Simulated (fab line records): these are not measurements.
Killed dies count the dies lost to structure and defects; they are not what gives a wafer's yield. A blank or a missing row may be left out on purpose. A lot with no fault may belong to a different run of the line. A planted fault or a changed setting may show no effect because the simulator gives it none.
Struck lot and sound lot, side by side / flow sky130 / 17 steps out of a route of 708
Sound: the wafers L577.3, L577.5, L577.6. Struck: wafers L586.2, L586.4, L586.6. Last of all comes the cause.
Order at every step that has rows: each side's tool, ch and its chambers, its first start. Under that, the readings that differ: sound wafers / struck wafers / difference of the means / sigmas: that difference in standard deviations of wafers without a fault.
alike: words and numbers the same on both sides, and readings whose means are apart by under 2 such deviations; not compared: readings that were withheld, readings missing a value for some wafer, numbers with overlapping values and no deviation given by the record, and bounds like >300 which may hide the same value.
Wherever a step has rows on one side only, a row that says differs or no value, or a row with sigmas, the two part there. Numbers that have no deviation but don't overlap get no sigmas and don't part them. A reading that every wafer of one side lacks parts them only if that side has two wafers or more.

first, 1 step without rows for these wafers: SKY_VT_ADJUST_NCORE_IMPLANT_09.
SKY_VT_ADJUST_NCORE_STRIP_10: strips in O2/N2.
  sound on plasmaAsher-01 ch 0,1, day 10 05:11; struck on plasmaAsher-03 ch 0,1, day 13 00:28
  alike: drypumpMotorCurrentA, oesProductAu, stripTimeToEndpointS
  not compared: rfHoursCounterH
SKY_VT_ADJUST_NCORE_TW_MEAS_11:
  struck on filmMetro-04, day 13 00:35; sound on filmMetro-02, day 10 05:16
reading=VT_ADJUST_NCORE_TW; sound=216.6 216.6 216.0; struck=223.9 221.8 223.1; difference=+6.5; sigmas=+3
then, 7 steps without rows for these wafers: SKY_VT_ADJUST_HVTR_DEHYDRATE_00 (time 60 s); SKY_VT_ADJUST_HVTR_HMDS_01 (prime time 60 s); SKY_VT_ADJUST_HVTR_COAT_02 (resist thk 1140 nm); SKY_VT_ADJUST_HVTR_SOFTBAKE_03 (time 60 s); SKY_VT_ADJUST_HVTR_EXPOSE_04 (exposes mask HVTRM, target cd 380 nm); SKY_VT_ADJUST_HVTR_PEB_05; SKY_VT_ADJUST_HVTR_DEVELOP_06 (develop time 60 s).
SKY_VT_ADJUST_HVTR_CD_MEAS_07: target cd 380 nm.
  struck on cdSem-01, day 14 01:10; sound on cdSem-01, day 11 03:32
  alike: cdNm
SKY_VT_ADJUST_HVTR_OVL_MEAS_08:
  struck on overlay-01, day 14 01:17; sound on overlay-02, day 11 03:38
  alike: VT_ADJUST_HVTR_OVL
SKY_VT_ADJUST_HVTR_IMPLANT_09:
  sound on implanter-02 ch 0, day 11 03:43; struck on implanter-02 ch 0, day 14 01:20
reading=beamOnS (s); sound=10.05 9.65 10.14; struck=12.38 12.44 12.47; difference=+2.48; sigmas=+12
reading=endStationPressureTorr (Torr); sound=4.73e-06 4.67e-06 4.91e-06; struck=0.00010671 0.000109 0.00010401; difference=+0.00010180; sigmas=+99 or more
reading=faradayCurrentUA; sound=11.53 12.08 11.48; struck=9.53 9.40 9.40; difference=-2.25; sigmas=-10
SKY_VT_ADJUST_HVTR_STRIP_10: strips in O2/N2.
  sound on plasmaAsher-03 ch 0,1, day 11 03:50; struck on plasmaAsher-03 ch 0,1, day 14 01:28
  alike: drypumpMotorCurrentA, oesProductAu, stripTimeToEndpointS
  not compared: rfHoursCounterH
SKY_VT_ADJUST_HVTR_TW_MEAS_11:
  struck on filmMetro-04, day 14 01:34; sound on filmMetro-01, day 11 03:56
reading=VT_ADJUST_HVTR_TW; sound=208.4 206.8 206.6; struck=226.4 225.1 226.4; difference=+18.7; sigmas=+7
then, 1 step without rows for these wafers: SKY_VT_ADJUST_PCH_DEHYDRATE_00 (time 60 s).
-- the record jumps here: 35 days lie between the struck wafers' starts before and after (it left off in module VT_ADJUST_PCH and takes up again in module PAD_OPEN, whose first step shown is number 708 of the route) --
SKY_PAD_OPEN_PROBE_99:
  struck on prober-02, day 49 05:43; sound on prober-01, day 48 02:37
reading=model.etest.pfet_01v8_mvt.offLog10AUm; sound=-9.938 -10.06 -10.11; struck=-9.819 -9.745 -9.878; difference=+0.222; sigmas=
reading=model.etest.pfet_01v8_mvt.vtSatV (V); sound=-0.51 -0.5224 -0.5169; struck=-0.4936 -0.4817 -0.4967; difference=+0.0258; sigmas=
reading=model.etest.pfet_01v8_mvt.vtV (V); sound=-0.6053 -0.6157 -0.6103; struck=-0.5896 -0.5817 -0.5907; difference=+0.0231; sigmas=
reading=model.etest.pfet_01v8_mvt.vtLongV (V); sound=-0.8249 -0.8296 -0.8274; struck=-0.8061 -0.8047 -0.808; difference=+0.0210; sigmas=
  alike: killed_at_M0_to_M3, killed_at_M4_up, killedAtContacts, killedAtFrontEnd, killedAtOther, killedDies, killedOpen, killedShort
  not compared: model.etest.pfet_01v8_mvt.driveUaUm

## WHERE THEY PART
At SKY_VT_ADJUST_NCORE_TW_MEAS_11 first; at SKY_VT_ADJUST_HVTR_TW_MEAS_11 last (within this record only). Later steps at which nothing parts them and some readings are alike: SKY_PAD_OPEN_PROBE_99.

WHY: the cause the simulator had injected
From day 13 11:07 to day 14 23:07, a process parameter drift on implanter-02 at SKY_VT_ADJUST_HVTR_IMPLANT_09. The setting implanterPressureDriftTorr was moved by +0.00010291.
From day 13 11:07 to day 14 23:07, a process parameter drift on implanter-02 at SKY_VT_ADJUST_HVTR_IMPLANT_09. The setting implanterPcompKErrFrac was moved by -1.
